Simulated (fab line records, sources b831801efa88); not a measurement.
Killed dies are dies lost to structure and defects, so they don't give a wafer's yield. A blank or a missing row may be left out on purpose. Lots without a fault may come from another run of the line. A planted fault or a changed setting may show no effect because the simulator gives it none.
fab line records | flow sky130
record lots=7 wafers=18 last_day=50
route steps=708 shown POLY_GATE@236 LDD_N@237 PAD_OPEN@708
lots that met no fault: from a run of the same line without faults
start_h: hours from the record's first day to the start of the lot's first wafer shown | wait_h: hours since the lot's step before | " the same as in the row above | L1.1+2: a row that stands for several wafers | - no value, or no start given | * or withheld: withheld | < > ~ a bound
route shown NAME@n: a module of which the file shows steps, and the number in the route of the first | usual: mean/standard deviation of fault-free wafers | same: alike in all rows | chamber/n: place in a boat | sites: the reading at each site | _std_site: their standard deviation | _edge_site: outer sites' mean less inner sites' | radius_mm: how far each site lies from the wafer's centre | mask NAME#n: copy n | behind: the tool/chamber that last shaped the wafer | hold: why the lot was held/for how many hours/how that ended | device: the transistor (n, p or np) that didn't switch | end of line: the same wafers' tests at the end of the route | a step without rows: its recipe alone | killed: dies lost to structure and defects at the first sort, not the wafer's yield | map: a wafer's dies, x killed, . not, _ none there
set.NAME: the setting as run; set.NAME@STEP: as run at that earlier step | model.NAME: the simulator's own value behind a step, which no gauge read
lots at some steps of the route; a table a step, a row a wafer
services: from which hour (start_h, from the record's first day; less than 0 if before it) a tool's chamber was out of use, for how many hours, and why
## steps
# step SKY_POLY_GATE_CD_MEAS_22
# usual cd_nm=150.4/2
# columns lot.wafer tool chamber start_h wait_h cd_nm
L542.1 cd_sem-01 - 373.89 0.1 151.2
L542.5 " - " " 152.4
L542.6 " - " " 150.5
L548.1 cd_sem-01 - 447.67 0.1 151.7
L548.3 " - " " 151.0
L551.2 cd_sem-01 - 475.06 0.1 148.3
L551.4 " - " " 148.4
L552.2 cd_sem-02 - 481.65 0.2 149.9
L552.3 " - " " 149.1
L557.2 cd_sem-02 - 538.61 0.1 150.1
L557.4 " - " " 149.0
L557.5 " - " " 149.6
L560.2 cd_sem-02 - 549.64 0.1 149.1
L560.4 " - " " 151.5
L560.5 " - " " 147.0
L563.2 cd_sem-01 - 586.62 0.1 153.7
L563.3 " - " " 152.4
L563.4 " - " " 151.5
# step SKY_LDD_N_DEHYDRATE_00
# recipe temp_c=200 time_s=60
# step SKY_LDD_N_HMDS_01
# recipe prime_time_s=60 prime_temp_c=120
# step SKY_LDD_N_COAT_02
# recipe resist=NOVOLAK spin_rpm=3000 resist_thk_nm=300
# step SKY_LDD_N_SOFTBAKE_03
# recipe temp_c=90 time_s=60 resist=NOVOLAK
# step SKY_LDD_N_EXPOSE_04
# recipe mask_id=NTM target_cd_nm=840 na=0.6 source_shape=conventional sigma_outer=0.6 dose_mj=110
# step SKY_LDD_N_PEB_05
# recipe temp_c=withheld time_s=* resist=NOVOLAK
# step SKY_LDD_N_DEVELOP_06
# recipe develop_time_s=60 dev_temp_c=23
# step SKY_LDD_N_OVL_MEAS_07
# usual LDD_N_OVL=0.5/1.2
# columns lot.wafer tool chamber start_h wait_h LDD_N_OVL[nm]
L542.1 overlay-01 - 401.51 0.1 1.2
L542.5 " - " " 1.9
L542.6 " - " " 1.9
L548.1 overlay-01 - 478.85 0.1 -0.8
L548.3 " - " " 1.2
L551.2 overlay-01 - 506.41 0.1 0.3
L551.4 " - " " 0.4
L552.2 overlay-01 - 513.27 0.1 0.4
L552.3 " - " " 1.0
L557.2 overlay-02 - 568.26 0.1 1.1
L557.4 " - " " 1.8
L557.5 " - " " 1.2
L560.2 overlay-02 - 579.63 0.1 3.2
L560.4 " - " " 2.3
L560.5 " - " " 3.8
L563.2 overlay-02 - 617.16 0.1 -1.1
L563.3 " - " " -1.4
L563.4 " - " " -1.3
# step SKY_LDD_N_IMPLANT_08
# recipe species=As energy_kev=20 dose_cm2=7.5e+13 tilt_deg=withheld rotation_deg=23
# step SKY_LDD_N_IMPLANT_09
# recipe species=As energy_kev=20 dose_cm2=7.5e+13 tilt_deg=withheld rotation_deg=113
# step SKY_LDD_N_IMPLANT_10
# recipe species=As energy_kev=20 dose_cm2=7.5e+13 tilt_deg=withheld rotation_deg=203
# step SKY_LDD_N_IMPLANT_11
# recipe species=As energy_kev=20 dose_cm2=7.5e+13 tilt_deg=withheld rotation_deg=293
# usual beam_on_s=10.01/0.2 dose_ions_cm2=7.503e+13/8.3e+10 faraday_current_uA=422/8.4
# same implant_ion_amu=75
# columns lot.wafer tool chamber start_h wait_h beam_on_s dose_ions_cm2 faraday_current_uA
L542.1 implanter-03 0 401.99 0.1 9.86 7.498e+13 428
L542.5 " 0 " " 10.07 7.51e+13 419
L542.6 " 0 " " 10.08 7.494e+13 419
L548.1 implanter-01 0 479.34 0.1 11.76 7.497e+13 360
L548.3 " 0 " " 9.96 7.51e+13 427
L551.2 implanter-01 0 506.92 0.1 11.51 7.504e+13 367
L551.4 " 0 " " 10.29 7.507e+13 410
L552.2 implanter-01 0 513.77 0.1 12.24 7.507e+13 345
L552.3 " 0 " " 9.87 7.508e+13 429
L557.2 implanter-01 0 568.77 0.1 9.58 7.517e+13 439
L557.4 " 0 " " 10.20 7.515e+13 416
L557.5 " 0 " " 9.83 7.507e+13 430
L560.2 implanter-04 0 580.13 0.1 10.05 7.492e+13 421
L560.4 " 0 " " 9.68 7.494e+13 432
L560.5 " 0 " " 9.92 7.494e+13 426
L563.2 implanter-01 0 617.67 0.1 10.00 7.504e+13 424
L563.3 " 0 " " 10.23 7.518e+13 415
L563.4 " 0 " " 10.25 7.507e+13 412
# step SKY_LDD_N_IMPLANT_12
# recipe species=BF2 energy_kev=50 dose_cm2=5e+12 tilt_deg=30 rotation_deg=0
# step SKY_PAD_OPEN_PROBE_99
# usual killed_at_M0_to_M3=43/6.6 killed_at_M4_up=3.2/1.8 killed_at_contacts=24/5 killed_at_front_end=15/4.5 killed_at_other=0.2/0.46 killed_dies=86/8.8 killed_open=48/6.6 killed_short=38/6.1
# same gross_dies=492 killed_at_back_side=0
# columns lot.wafer tool chamber start_h wait_h killed_at_M0_to_M3 killed_at_M4_up killed_at_contacts killed_at_front_end killed_at_other killed_dies killed_open killed_short model.etest.tip_n.rs_ohm_sq
L542.1 prober-01 - 1071.77 0.1 44 1 26 19 1 91 50 41 441.9
L542.5 prober-01 - 1071.97 0.2 49 5 28 16 0 98 54 44 444.4
L542.6 prober-01 - 1072.02 0.2 33 4 24 9 0 70 44 26 441.8
L548.1 prober-01 - 1128.83 0.1 46 2 21 20 1 90 43 47 431
L548.3 prober-01 - 1128.93 0.2 34 4 23 18 1 80 43 37 447.1
L551.2 prober-01 - 1146.44 0.1 44 5 25 7 0 81 47 34 434.7
L551.4 prober-01 - 1146.54 0.2 43 4 21 8 0 76 45 31 445.9
L552.2 prober-02 - 1148.85 0.1 45 5 17 13 0 80 40 40 423
L552.3 prober-02 - 1148.90 0.2 49 1 32 13 0 95 58 37 436.3
L557.2 prober-02 - 1180.48 0.1 44 0 25 7 0 76 46 30 447.2
L557.4 prober-02 - 1180.58 0.2 39 8 25 9 0 81 37 44 444.3
L557.5 prober-02 - 1180.63 0.2 49 5 21 14 0 89 52 37 446.4
L560.2 prober-02 - 1186.73 0.1 44 6 22 15 0 87 47 40 434.8
L560.4 prober-02 - 1186.83 0.2 25 6 23 13 0 67 38 29 434.1
L560.5 prober-02 - 1186.88 0.2 53 5 24 10 0 92 50 42 433.2
L563.2 prober-01 - 1208.88 0.1 40 5 20 19 0 84 43 41 436.1
L563.3 prober-01 - 1208.93 0.2 50 6 22 6 1 85 39 46 435.3
L563.4 prober-01 - 1208.98 0.2 46 4 28 13 0 91 47 44 442.7
# killed by level:class
L542.1 CONTACT:geometric_particle:open=11 VIA1:geometric_particle:open=10 METAL2:geometric_particle:short=8 FIELD_ISO:geometric_particle:open=7 VIA1:geometric_particle:short=6 LI_CONTACT:geometric_particle:short=5 LI_CONTACT:geometric_particle:open=5 VIA3:geometric_particle:open=5
L542.5 VIA1:geometric_particle:open=13 CONTACT:geometric_particle:open=10 METAL2:geometric_particle:short=10 CONTACT:geometric_particle:short=7 POLY_GATE:geometric_particle:open=6 VIA2:geometric_particle:open=6 FIELD_ISO:geometric_particle:open=5 LI_CONTACT:geometric_particle:open=5
L542.6 VIA1:geometric_particle:open=9 LI_CONTACT:geometric_particle:open=8 VIA3:geometric_particle:open=6 CONTACT:geometric_particle:open=5 CONTACT:geometric_particle:short=5 VIA2:geometric_particle:open=5 FIELD_ISO:geometric_particle:open=3 LI_CONTACT:geometric_particle:short=3
L548.1 METAL2:geometric_particle:short=9 VIA1:geometric_particle:open=7 LI_CONTACT:geometric_particle:open=6 CONTACT:geometric_particle:open=6 VIA2:geometric_particle:open=6 FIELD_ISO:geometric_particle:open=5 POLY_GATE:geometric_particle:short=5 CONTACT:geometric_particle:short=5
L548.3 VIA1:geometric_particle:open=12 CONTACT:geometric_particle:open=11 FIELD_ISO:geometric_particle:short=8 CONTACT:geometric_particle:short=6 VIA2:geometric_particle:open=6 FIELD_ISO:geometric_particle:open=4 METAL1:geometric_particle:short=4 METAL4:geometric_particle:short=4
L551.2 VIA1:geometric_particle:open=10 VIA3:geometric_particle:open=10 CONTACT:geometric_particle:open=8 METAL1:geometric_particle:short=7 CONTACT:geometric_particle:short=5 LI_CONTACT:geometric_particle:open=5 LOCAL_INTERCONNECT:geometric_particle:short=5 FIELD_ISO:geometric_particle:open=4
L551.4 CONTACT:geometric_particle:open=12 VIA1:geometric_particle:open=9 VIA1:geometric_particle:short=7 VIA2:geometric_particle:open=6 FIELD_ISO:geometric_particle:short=4 VIA3:geometric_particle:open=4 LI_CONTACT:geometric_particle:open=3 LI_CONTACT:geometric_particle:short=3
L552.2 VIA1:geometric_particle:open=13 LI_CONTACT:geometric_particle:open=6 VIA1:geometric_particle:short=6 CONTACT:geometric_particle:short=5 METAL2:geometric_particle:short=5 VIA2:geometric_particle:open=5 FIELD_ISO:geometric_particle:short=4 VIA3:geometric_particle:short=4
L552.3 LI_CONTACT:geometric_particle:open=14 VIA1:geometric_particle:open=14 METAL2:geometric_particle:short=9 VIA3:geometric_particle:open=8 POLY_GATE:geometric_particle:open=7 CONTACT:geometric_particle:open=6 LI_CONTACT:geometric_particle:short=6 METAL3:geometric_particle:short=6
L557.2 CONTACT:geometric_particle:open=11 VIA1:geometric_particle:short=11 VIA2:geometric_particle:open=11 VIA1:geometric_particle:open=8 LI_CONTACT:geometric_particle:open=5 LI_CONTACT:geometric_particle:short=5 VIA3:geometric_particle:open=5 METAL1:geometric_particle:short=4
L557.4 CONTACT:geometric_particle:open=8 CONTACT:geometric_particle:short=7 VIA1:geometric_particle:open=7 VIA3:geometric_particle:open=7 METAL4:geometric_particle:short=7 METAL2:geometric_particle:short=6 VIA2:geometric_particle:open=6 METAL1:geometric_particle:short=5
L557.5 VIA1:geometric_particle:open=12 VIA3:geometric_particle:open=9 LI_CONTACT:geometric_particle:open=8 CONTACT:geometric_particle:open=8 VIA1:geometric_particle:short=7 METAL1:geometric_particle:short=5 FIELD_ISO:geometric_particle:short=4 FIELD_ISO:geometric_particle:open=3
L560.2 FIELD_ISO:geometric_particle:open=9 VIA2:geometric_particle:open=9 CONTACT:geometric_particle:open=8 VIA1:geometric_particle:open=8 LI_CONTACT:geometric_particle:open=6 METAL2:geometric_particle:short=6 METAL4:geometric_particle:short=6 CONTACT:geometric_particle:short=5
L560.4 CONTACT:geometric_particle:open=8 LI_CONTACT:geometric_particle:open=6 VIA2:geometric_particle:open=5 FIELD_ISO:geometric_particle:open=4 POLY_GATE:geometric_particle:short=4 METAL4:geometric_particle:short=4 CONTACT:geometric_particle:short=4 METAL1:geometric_particle:open=4
L560.5 METAL1:geometric_particle:short=9 VIA1:geometric_particle:open=9 VIA3:geometric_particle:open=9 LI_CONTACT:geometric_particle:open=8 CONTACT:geometric_particle:open=8 VIA2:geometric_particle:open=7 VIA1:geometric_particle:short=6 LOCAL_INTERCONNECT:geometric_particle:short=5
L563.2 CONTACT:geometric_particle:open=11 POLY_GATE:geometric_particle:open=6 METAL1:geometric_particle:short=6 VIA1:geometric_particle:short=6 VIA3:geometric_particle:open=6 VIA2:geometric_particle:open=5 FIELD_ISO:geometric_particle:open=4 VIA2:geometric_particle:short=4
L563.3 VIA1:geometric_particle:open=16 METAL1:geometric_particle:short=10 LOCAL_INTERCONNECT:geometric_particle:short=7 METAL2:geometric_particle:short=6 METAL4:geometric_particle:short=6 LI_CONTACT:geometric_particle:open=5 LI_CONTACT:geometric_particle:short=4 CONTACT:geometric_particle:short=4
L563.4 CONTACT:geometric_particle:open=10 VIA3:geometric_particle:open=9 VIA2:geometric_particle:open=8 METAL1:geometric_particle:short=7 LI_CONTACT:geometric_particle:open=6 CONTACT:geometric_particle:short=5 VIA1:geometric_particle:open=5 FIELD_ISO:geometric_particle:short=4
## services
# columns tool chamber start_h hours kind
implanter-04 - 436.73 3.9 repair
implanter-03 - 451.11 7.9 repair
implanter-03 - 455.55 0.9 repair
implanter-01 - 519.13 2.4 pm
implanter-04 - 536.89 1.5 repair
implanter-01 - 545.21 2.6 repair
implanter-01 - 547.42 1.2 repair
implanter-04 - 551.37 4.9 pm
implanter-01 - 580.25 1.2 repair
implanter-04 - 584.46 6.3 repair
implanter-03 - 605.73 4.0 pm
## key
first_sign step=SKY_LDD_N_IMPLANT_11 reading=beam_on_s direction=up sigmas=9.1 usual=10.01 struck=11.84
effect step=SKY_LDD_N_IMPLANT_11 reading=faraday_current_uA direction=down sigmas=7.7 usual=422 struck=357
model_effect step=SKY_PAD_OPEN_PROBE_99 value=etest.tip_n.rs_ohm_sq without=441.8 struck=429.5
met_at SKY_LDD_N_IMPLANT_11
struck_wafers L548.1,L551.2,L552.2
tester_left_out L548,L551,L552
fault kind=process_parameter_drift tool=implanter-01 chamber=- onset_h=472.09 steps=SKY_LDD_N_IMPLANT_11 channel=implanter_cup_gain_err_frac offset=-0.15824 shape=step end_h=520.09 scope=struck_wafers_only
# tester_left_out: of these lots the tester's yield and bins aren't shown, on N5 and GAA mostly nor the transistor test; their killed dies are dies lost to structure and defects alone, not to doping, threshold or leakage, so they don't give the yield
